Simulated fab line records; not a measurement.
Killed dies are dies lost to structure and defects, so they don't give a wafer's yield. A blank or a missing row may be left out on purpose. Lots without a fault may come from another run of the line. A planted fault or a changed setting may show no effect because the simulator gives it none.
Chamber matching    flow gf180mcu    GF_CONTACT_ETCH_16 on rieDiel-03: 4 sister chambers
The step etches BARC in N2/H2. 8 wafers are shown with their chamber, then 7 later ones without.

WAFERS WITH THEIR CHAMBER
wafer   chamber  drypumpMotorCurrentA (A)  rfFwdPowerW (W)
L499.5  0        4.8                       496.1
L500.2  2        5.6                       493.4
L502.6  2        5.6                       496.8
L503.1  1        5.5                       490.6
L503.3  0        4.7                       493.5
L503.4  3        5.7                       495.3
L504.1  3        5.7                       494.5
L504.2  1        5.5                       494.1

WAFERS MISSING THEIR CHAMBER
wafer   drypumpMotorCurrentA (A)  rfFwdPowerW (W)
L504.3  4.8                       497.5
L506.2  5.6                       496.7
L506.3  5.5                       491.5
L506.6  4.7                       497.6
L514.1  5.6                       498.2
L514.4  5.7                       494.9
L514.5  5.6                       496.6

CHAMBER TAKEN BY EACH
wafer   from the rows above      in truth
L504.3  0                        0
L506.2  2                        2
L506.3  1                        1
L506.6  0                        0
L514.1  can't be placed: 2 or 3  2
L514.4  3                        3
L514.5  2                        2
Correct placement for 6 of the 7. Can't be placed from these rows: 1 (the true chamber is among the candidates in 1). Placed wrongly: 0.
How it was worked out, from the rows above alone: a wafer's distance from a chamber is the root of the sum, over the readings, of the square of ((its reading less the chamber's mean) divided by the reading's scatter). The wafer belongs to the nearest chamber; if the next one is less than 2 further off, it can't be placed. For every chamber, the mean is computed from those of its wafers that are shown. The scatter: take each reading less its chamber's mean, square it, sum over the shown wafers, divide by the number of wafers less the number of chambers, and take the root.
